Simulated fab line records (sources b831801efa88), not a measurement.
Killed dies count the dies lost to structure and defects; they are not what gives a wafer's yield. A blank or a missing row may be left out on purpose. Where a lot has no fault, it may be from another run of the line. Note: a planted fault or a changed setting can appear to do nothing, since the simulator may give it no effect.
What tool caused it? ; flow sky130 ; 15 lots with 45 wafers sampled at 5 steps, on a route of 708 steps

## WHAT THE GAUGES READ, wafer by wafer
SKY_METAL1_RS_MEAS_05: measures by four-point-probe.
lot;measured;on;METAL1_ALCU_RS (ohm/sq)
L156;day 31 09:41;film metro-03;0.1278 0.1263 0.1271
L157;day 31 13:11;film metro-03;0.1257 0.1268 0.1247
L158;day 32 00:37;film metro-01;0.1256 0.1239 0.1259
L159;day 32 16:59;film metro-01;0.1262 0.1271 0.1268
L160;day 32 21:28;film metro-04;0.1275 0.1268 0.1267
L161;day 33 03:13;film metro-03;0.1253 0.1251 0.1255
L162;day 33 14:04;film metro-03;0.1282 0.1271 0.1285
L163;day 33 22:57;film metro-01;0.1257 0.1268 0.1271
L164;day 34 06:10;film metro-04;0.1270 0.1271 0.1273
L165;day 34 09:56;film metro-04;0.1249 0.1262 0.1252
L166;day 34 21:41;film metro-01;0.1273 0.1262 0.1255
L167;day 35 04:50;film metro-03;0.1275 0.1277 0.1279
L171;day 36 14:11;film metro-01;0.1261 0.1262 0.1266
L173;day 37 02:10;film metro-04;0.1259 0.1271 0.1252
L174;day 37 17:11;film metro-04;0.1274 0.1276 0.1270

SKY_VIA1_THK_MEAS_01.
lot;measured;on;VIA1_HDPCVD_THK (nm)
L156;day 32 14:20;film metro-02;1022 1017 1030
L157;day 32 17:10;film metro-04;1033 1037 1031
L158;day 33 04:41;film metro-03;1029 1030 1038
L159;day 33 19:50;film metro-03;1039 1044 1039
L160;day 34 00:44;film metro-03;1028 1028 1034
L161;day 34 06:22;film metro-02;1031 1022 1040
L162;day 34 17:45;film metro-03;1028 1023 1016
L163;day 35 03:03;film metro-02;1027 1030 1027
L164;day 35 09:53;film metro-04;1041 1029 1024
L165;day 35 13:46;film metro-04;1041 1025 1033
L166;day 36 00:53;film metro-02;1037 1036 1033
L167;day 36 07:44;film metro-03;1025 1031 1027
L171;day 37 17:26;film metro-02;1033 1040 759
L173;day 38 05:00;film metro-02;1045 787 776
L174;day 38 19:33;film metro-02;1042 1034 765

## TOOL THAT RAN EACH LOT (tool first, then ch and the chambers of the sampled wafers, then the start)
lot;SKY_CONTACT_SPUTTER_23;SKY_METAL1_SPUTTER_02;SKY_VIA1_HDPCVD_00
L156;pvd sputter-03, day 31 08:54;pvd sputter-01, day 31 09:36;hdpcvd-01 ch 0,2, day 32 14:14
L157;pvd sputter-04, day 31 12:23;pvd sputter-03, day 31 13:05;hdpcvd-02 ch 0,1, day 32 17:02
L158;pvd sputter-04, day 31 23:49;pvd sputter-02, day 32 00:31;hdpcvd-02 ch 1,2, day 33 04:31
L159;pvd sputter-03, day 32 16:10;pvd sputter-01, day 32 16:52;hdpcvd-02 ch 1,2, day 33 19:39
L160;pvd sputter-03, day 32 20:40;pvd sputter-02, day 32 21:22;hdpcvd-02 ch 0,2, day 34 00:38
L161;pvd sputter-02, day 33 02:26;pvd sputter-03, day 33 03:08;hdpcvd-01 ch 0,1, day 34 06:16
L162;pvd sputter-04, day 33 13:14;pvd sputter-02, day 33 13:56;hdpcvd-02 ch 0,1,2, day 34 17:37
L163;pvd sputter-03, day 33 22:07;pvd sputter-02, day 33 22:49;hdpcvd-01 ch 0,1,2, day 35 02:55
L164;pvd sputter-02, day 34 05:23;pvd sputter-03, day 34 06:04;hdpcvd-01 ch 0,2, day 35 09:46
L165;pvd sputter-02, day 34 09:08;pvd sputter-03, day 34 09:50;hdpcvd-01 ch 1,2, day 35 13:38
L166;pvd sputter-03, day 34 20:54;pvd sputter-01, day 34 21:36;hdpcvd-02 ch 0,1,2, day 36 00:47
L167;pvd sputter-03, day 35 04:01;pvd sputter-01, day 35 04:43;hdpcvd-02 ch 0,1, day 36 07:37
L171;pvd sputter-03, day 36 13:23;pvd sputter-02, day 36 14:04;hdpcvd-02 ch 0,1,2, day 37 17:19
L173;pvd sputter-03, day 37 01:19;pvd sputter-01, day 37 02:01;hdpcvd-02 ch 0,1,2, day 38 04:55
L174;pvd sputter-03, day 37 16:23;pvd sputter-01, day 37 17:05;hdpcvd-02 ch 0,1,2, day 38 19:26
- SKY_CONTACT_SPUTTER_23: material TiN, target thk 20 nm, time 80 s.
- SKY_METAL1_SPUTTER_02: material AlCu, target thk 250 nm, time 13.3 s.
- SKY_VIA1_HDPCVD_00: deposits SiO2, target thk 1030 nm, time 171.7 s.

## WHAT THE TOOLS THEMSELVES READ (means of the sampled wafers that have a number; where no wafer has one, the mark that the record gives instead)
SKY_CONTACT_SPUTTER_23.
lot;tool;throttle valve pct (%)
L156;pvd sputter-03;30.7
L157;pvd sputter-04;29.5
L158;pvd sputter-04;30.7
L159;pvd sputter-03;30.5
L160;pvd sputter-03;30.6
L161;pvd sputter-02;29.9
L162;pvd sputter-04;30.0
L163;pvd sputter-03;30.6
L164;pvd sputter-02;29.8
L165;pvd sputter-02;30.0
L166;pvd sputter-03;30.6
L167;pvd sputter-03;30.6
L171;pvd sputter-03;30.6
L173;pvd sputter-03;30.6
L174;pvd sputter-03;30.7

SKY_METAL1_SPUTTER_02.
lot;tool;throttle valve pct (%)
L156;pvd sputter-01;30.2
L157;pvd sputter-03;30.6
L158;pvd sputter-02;30.1
L159;pvd sputter-01;30.1
L160;pvd sputter-02;29.9
L161;pvd sputter-03;30.8
L162;pvd sputter-02;29.5
L163;pvd sputter-02;29.8
L164;pvd sputter-03;31.0
L165;pvd sputter-03;30.7
L166;pvd sputter-01;30.2
L167;pvd sputter-01;30.2
L171;pvd sputter-02;29.7
L173;pvd sputter-01;29.5
L174;pvd sputter-01;29.8

## THE ANSWER, worked out from the rows above alone
Rule: usual is defined by the lots themselves. Put in order of their means at a reading, lots are off if they are a third of the lots or fewer, leave a main group of 4 or more, and stand apart from it by a gap of 3 or more times the standard deviation of the main group's means; of several such gaps the widest counts. If all means in a main group match to the digits the tables above print for the reading, that group is not used. A lot without any number at a reading at which 4 lots or more have one is off too. The other lots that the step has rows for count as sound. First the gauges in route order, then the tools' own readings, where a lot's mean is used as printed above. The first step at which some lot is off is used, and at that step the reading that is off furthest; a lot without a number counts as furthest.
Off: L171, L173, L174, at SKY_VIA1_THK_MEAS_01 (VIA1_HDPCVD_THK). The main group: mean 1031 nm, standard deviation 4.9.
A tool fits if, at a process step before that reading, it ran every lot that is off, and no sound lot after the first of them. Those tools and the gauges at SKY_VIA1_THK_MEAS_01 are tried in the same way. Can't be told from this: 3 tools fit, pvd sputter-03 at SKY_CONTACT_SPUTTER_23, hdpcvd-02 at SKY_VIA1_HDPCVD_00, film metro-02 at SKY_VIA1_THK_MEAS_01.

## WHAT HAD BEEN PUT IN BY THE SIMULATOR
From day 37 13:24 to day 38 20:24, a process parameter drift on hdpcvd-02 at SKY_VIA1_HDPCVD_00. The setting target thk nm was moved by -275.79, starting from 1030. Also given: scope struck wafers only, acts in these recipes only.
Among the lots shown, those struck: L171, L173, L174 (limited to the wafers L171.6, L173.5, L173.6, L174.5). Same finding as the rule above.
